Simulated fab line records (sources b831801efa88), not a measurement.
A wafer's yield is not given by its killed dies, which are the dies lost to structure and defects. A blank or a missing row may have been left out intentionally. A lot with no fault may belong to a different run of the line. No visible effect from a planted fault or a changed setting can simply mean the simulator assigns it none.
One fault through the eyes of 2 desks	flow sky130	numbers are kept per desk, each desk with only its own; the story behind them comes last

## AT THE TOOL OWNER'S DESK: implanter-04
The tool's own readings at SKY_LDD_N_IMPLANT_14, given as means over the sampled wafers that have a number, one for each lot that went through this tool. The brackets show how far a lot's mean lies from the usual mean; more than 4 standard deviations puts the lot out of limits, marked OUT.
Columns: A = dose ions cm2 at SKY_LDD_N_IMPLANT_14, usual 5.001e+12; B = end station pressure torr at SKY_LDD_N_IMPLANT_14, usual 4.99e-06 Torr; C = faraday current uA at SKY_LDD_N_IMPLANT_14, usual 28.2
lot	first seen here	A	B	C
L963	day 19 12:31	5.002e+12	5.08e-06	28.6
L973	day 22 20:17	7.437e+12 (+99 or more) OUT	4.96e-06	41.8 (+24) OUT
L974	day 23 07:37	7.437e+12 (+99 or more) OUT	5.03e-06	41.5 (+24) OUT
L980	day 25 13:58	4.998e+12	4.97e-06	28.0
L982	day 26 16:55	5.002e+12	4.88e-06	27.7
Finding of this desk: L973, L974 out of limits; the first was L973 at day 22 20:17, on dose ions cm2 at SKY_LDD_N_IMPLANT_14. Within limits: L963, L980, L982.

## AT THE METROLOGY DESK
What the gauges read for every lot (on any tool): the sampled wafers with a number, averaged. The brackets show how far a lot's mean lies from the usual mean; more than 4 standard deviations puts the lot out of limits, marked OUT.
Columns: A = LDD_P_OVL at SKY_LDD_P_OVL_MEAS_08, usual -0.7 nm; B = LDD_HVN_OVL at SKY_LDD_HVN_OVL_MEAS_07, usual 1.1 nm
lot	first seen here	A	B
L959	day 18 19:13	-1.3	2.0
L962	day 19 22:01	-1.2	1.0
L963	day 20 20:27	0.1	1.4
L964	day 21 02:40	-1.3	-0.3
L965	day 21 13:34	-0.5	0.9
L968	day 22 10:34	0.3	0.8
L973	day 24 01:37	-0.9	-0.5
L974	day 24 14:40	-0.7	1.8
L978	day 25 23:25	-0.6	0.7
L979	day 26 06:45	1.2	2.6
L980	day 26 19:19	-0.4	-0.1
L981	day 27 00:12	-0.0	1.4
L982	day 27 22:13	-3.2	0.3
Finding of this desk: none of the 13 lots has anything out of limits.

## PUT TOGETHER
An alarm could have come from the tool owner's desk at day 22 20:17, on L973, L974.
From the metrology desk's view, nothing was out of limits.
The metrology desk holds a record of L973, L974, inside its limits.
All the named lots went through SKY_LDD_N_IMPLANT_14 on implanter-04.

## WHAT THE SIMULATOR HAD INSERTED
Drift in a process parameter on implanter-04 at SKY_LDD_N_IMPLANT_14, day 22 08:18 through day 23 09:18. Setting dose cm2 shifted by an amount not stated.
Struck lots among those shown: L973, L974.
How many hours passed from the start of the fault until each desk's first out-of-limits reading: the tool owner's desk, 12.
